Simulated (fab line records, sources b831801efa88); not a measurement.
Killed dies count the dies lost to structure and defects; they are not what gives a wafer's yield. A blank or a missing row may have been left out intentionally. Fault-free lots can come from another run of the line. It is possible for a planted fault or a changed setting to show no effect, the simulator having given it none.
Which tool is to blame?    flow sky130    Sampling: 14 lots, 42 wafers, 4 of 708 route steps

## WHAT EACH GAUGE READ, for each wafer
SKY_NWELL_RS_MEAS_29: measures by four-point-probe.
lot   measured      on             NWELL_RS (ohm/sq)
L511  day 5 11:09   film_metro-03  628.3 628.5 629.6
L512  day 5 16:23   film_metro-01  627.0 627.9 627.0
L514  day 6 04:00   film_metro-02  624.0 626.2 624.8
L515  day 6 09:47   film_metro-01  625.6 625.4 629.0
L520  day 7 19:24   film_metro-01  628.5 628.9 627.0
L521  day 7 19:50   film_metro-03  625.8 628.7 628.1
L522  day 8 01:27   film_metro-02  630.0 630.3 629.3
L523  day 8 06:57   film_metro-01  627.2 629.1 630.8
L527  day 9 11:11   film_metro-01  629.4 627.6 628.4
L530  day 10 02:12  film_metro-02  628.6 629.4 630.5
L531  day 10 11:42  film_metro-02  626.6 627.8 627.8
L532  day 10 16:12  film_metro-01  628.4 627.7 626.6
L533  day 10 20:31  film_metro-02  627.0 627.8 628.2
L534  day 11 01:35  film_metro-01  628.4 629.0 628.9

SKY_VT_ADJUST_LVTN_OVL_MEAS_18.
lot   measured      on          VT_ADJUST_LVTN_01_OVL (nm)
L511  day 7 20:03   overlay-02  0.2 -0.6 0.7
L512  day 8 01:55   overlay-01  0.7 -0.9 0.6
L514  day 8 14:39   overlay-02  -1.7 -0.6 -2.0
L515  day 8 20:28   overlay-02  -0.4 -0.9 -0.9
L520  day 10 10:34  overlay-01  -1.6 1.6 0.9
L521  day 10 10:52  overlay-01  2.1 0.6 1.9
L522  day 10 17:51  overlay-01  -0.3 0.6 0.7
L523  day 11 00:06  overlay-02  -0.6 1.1 0.9
L527  day 12 06:44  overlay-01  -0.1 0.4 -1.0
L530  day 13 00:34  overlay-01  0.2 1.2 -0.3
L531  day 13 12:18  overlay-02  0.2 -0.2 0.4
L532  day 13 19:30  overlay-02  -0.4 -1.8 -0.6
L533  day 13 21:48  overlay-02  0.2 -0.5 0.0
L534  day 14 02:53  overlay-02  3.0 2.8 2.5

SKY_SONOS_TUNNEL_OVL_MEAS_08.
lot   measured      on          SONOS_TUNNEL_OVL (nm)
L511  day 11 11:38  overlay-02  -1.1 -2.4 -1.8
L512  day 11 17:08  overlay-02  -1.5 -0.5 -3.4
L514  day 12 09:32  overlay-02  1.4 1.8 1.8
L515  day 12 17:11  overlay-01  -2.1 -0.9 -0.6
L520  day 14 13:01  overlay-01  -1.2 -1.0 -1.0
L521  day 14 13:38  overlay-02  0.7 -2.1 -1.8
L522  day 14 22:29  overlay-01  -0.8 -1.4 -1.3
L523  day 15 04:32  overlay-01  -0.1 0.0 0.5
L527  day 16 17:23  overlay-02  -1.9 -1.6 -1.1
L530  day 17 12:10  overlay-02  -1.4 -0.8 -2.0
L531  day 18 03:16  overlay-01  -3.6 -2.1 -4.0
L532  day 18 11:05  overlay-01  -3.8 -6.5 -3.4
L533  day 18 16:10  overlay-02  -0.1 -0.9 -1.8
L534  day 18 20:56  overlay-02  0.7 0.5 0.0

## WHICH TOOL RAN EACH LOT (tool, then ch and the chambers of the sampled wafers, then the start)
lot   SKY_SONOS_TUNNEL_SOFTBAKE_03
L511  litho_track-04 ch 0, day 11 00:06
L512  litho_track-02 ch 0, day 11 05:55
L514  litho_track-02 ch 0, day 11 21:22
L515  litho_track-03 ch 0, day 12 04:30
L520  litho_track-03 ch 0, day 13 23:51
L521  litho_track-04 ch 0, day 14 01:02
L522  litho_track-03 ch 0, day 14 08:36
L523  litho_track-02 ch 0, day 14 14:32
L527  litho_track-02 ch 0, day 16 03:10
L530  litho_track-04 ch 0, day 16 22:06
L531  litho_track-04 ch 0, day 17 12:36
L532  litho_track-03 ch 0, day 17 20:18
L533  litho_track-03 ch 0, day 18 00:43
L534  litho_track-04 ch 0, day 18 05:21
- SKY_SONOS_TUNNEL_SOFTBAKE_03: time 60 s.

## AS READ BY THE TOOLS THEMSELVES (means over the sampled wafers that have a number; for cases with no such wafer, the mark the record gives instead)
SKY_SONOS_TUNNEL_SOFTBAKE_03.
lot   tool            heater_power_total_W (W)  plate_temp_C (C)
L511  litho_track-04  56.60                     90.08
L512  litho_track-02  56.63                     89.89
L514  litho_track-02  56.60                     89.83
L515  litho_track-03  56.60                     90.03
L520  litho_track-03  57.18                     90.67
L521  litho_track-04  56.57                     89.96
L522  litho_track-03  57.24                     90.61
L523  litho_track-02  56.60                     89.94
L527  litho_track-02  56.61                     90.04
L530  litho_track-04  56.59                     90.13
L531  litho_track-04  56.61                     90.12
L532  litho_track-03  56.59                     90.00
L533  litho_track-03  56.60                     89.99
L534  litho_track-04  56.60                     89.96

## THE ANSWER, worked out from the rows above alone
Rule: the usual values come from the lots themselves. The widest of any qualifying gaps counts: lots, ordered by their means at a reading, are off when they make up no more than a third of the lots, leave a main group of 4 or more, and stand apart from it by 3 or more times the standard deviation of that group's means. Not used: any main group whose means are identical at the precision the tables above print for the reading. Also off: a lot with no number at a reading for which 4 or more lots have one. All remaining lots with rows at the step are treated as sound. After the gauges, taken in route order, come the tools' own readings; for these a lot's mean is taken, as printed above. At the first step where some lot is off, the reading lying furthest off is the one used; lots without a number count as furthest.
Off: L520, L522, at SKY_SONOS_TUNNEL_SOFTBAKE_03 (heater_power_total_W). Mean 56.60 W and standard deviation 0.014 in the main group.
If a tool, at that step or one of the process steps before it, ran each lot that is off and ran no sound lot following the first of them, it fits. No candidate that was tried fits.

## WHAT THE SIMULATOR PUT IN
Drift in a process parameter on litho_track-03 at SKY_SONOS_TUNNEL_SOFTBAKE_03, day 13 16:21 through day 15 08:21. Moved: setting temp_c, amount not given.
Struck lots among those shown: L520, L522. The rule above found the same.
